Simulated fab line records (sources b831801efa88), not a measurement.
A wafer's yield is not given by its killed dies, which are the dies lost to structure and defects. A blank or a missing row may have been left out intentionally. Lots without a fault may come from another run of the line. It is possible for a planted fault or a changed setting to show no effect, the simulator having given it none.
Matching of chambers :: flow sky130 :: SKY_CONTACT_CMP_27 on cmp-01 has 4 sister chambers
The step polishes, stops on SiO2, t overpolish 15 s, target thk 0 nm. 8 wafers are shown with their chamber, then 7 later ones without.

== WAFERS WITH THEIR CHAMBER ==
wafer: L207.6
chamber: 0
motor current A (A): 9.7
time to endpoint s (s): 85

wafer: L210.2
chamber: 0
motor current A (A): 10.3
time to endpoint s (s): 84

wafer: L215.5
chamber: 1
motor current A (A): 11.6
time to endpoint s (s): 81

wafer: L215.6
chamber: 2
motor current A (A): 13.2
time to endpoint s (s): 81

wafer: L219.1
chamber: 2
motor current A (A): 12.8
time to endpoint s (s): 86

wafer: L219.6
chamber: 3
motor current A (A): 10.5
time to endpoint s (s): 87

wafer: L225.1
chamber: 1
motor current A (A): 12.3
time to endpoint s (s): 82

wafer: L225.2
chamber: 3
motor current A (A): 11.1
time to endpoint s (s): 91

== WAFERS WITHOUT THEIR CHAMBER ==
wafer: L225.6
motor current A (A): 11.0
time to endpoint s (s): 90

wafer: L229.2
motor current A (A): 10.1
time to endpoint s (s): 83

wafer: L229.4
motor current A (A): 11.5
time to endpoint s (s): 84

wafer: L229.6
motor current A (A): 11.7
time to endpoint s (s): 83

wafer: L230.3
motor current A (A): 9.8
time to endpoint s (s): 87

wafer: L230.4
motor current A (A): 12.5
time to endpoint s (s): 80

wafer: L230.5
motor current A (A): 10.0
time to endpoint s (s): 81

== THE CHAMBER EACH PASSED THROUGH ==
wafer: L225.6
from the rows above: 3
in truth: 3

wafer: L229.2
from the rows above: 0
in truth: 0

wafer: L229.4
from the rows above: can't be placed: 1 or 3
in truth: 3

wafer: L229.6
from the rows above: 1
in truth: 1

wafer: L230.3
from the rows above: can't be placed: 0 or 3
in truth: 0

wafer: L230.4
from the rows above: can't be placed: 1 or 2
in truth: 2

wafer: L230.5
from the rows above: 0
in truth: 0
Correctly placed: 4 of 7. Cannot be placed on the basis of these rows: 3; the candidates contain the true chamber in 3. Wrongly placed: 0.
How it was worked out, from the rows above alone: a wafer's distance from a chamber is the root of the sum, over the readings, of the square of ((its reading less the chamber's mean) divided by the reading's scatter). If the next closest chamber is less than 2 further off than the closest, the wafer can't be placed; otherwise it belongs to the closest. For every chamber, the mean is computed from those of its wafers that are shown. The scatter: the root of (the sum of the squares of (reading less its chamber's mean) over the shown wafers, divided by (wafers less chambers)).
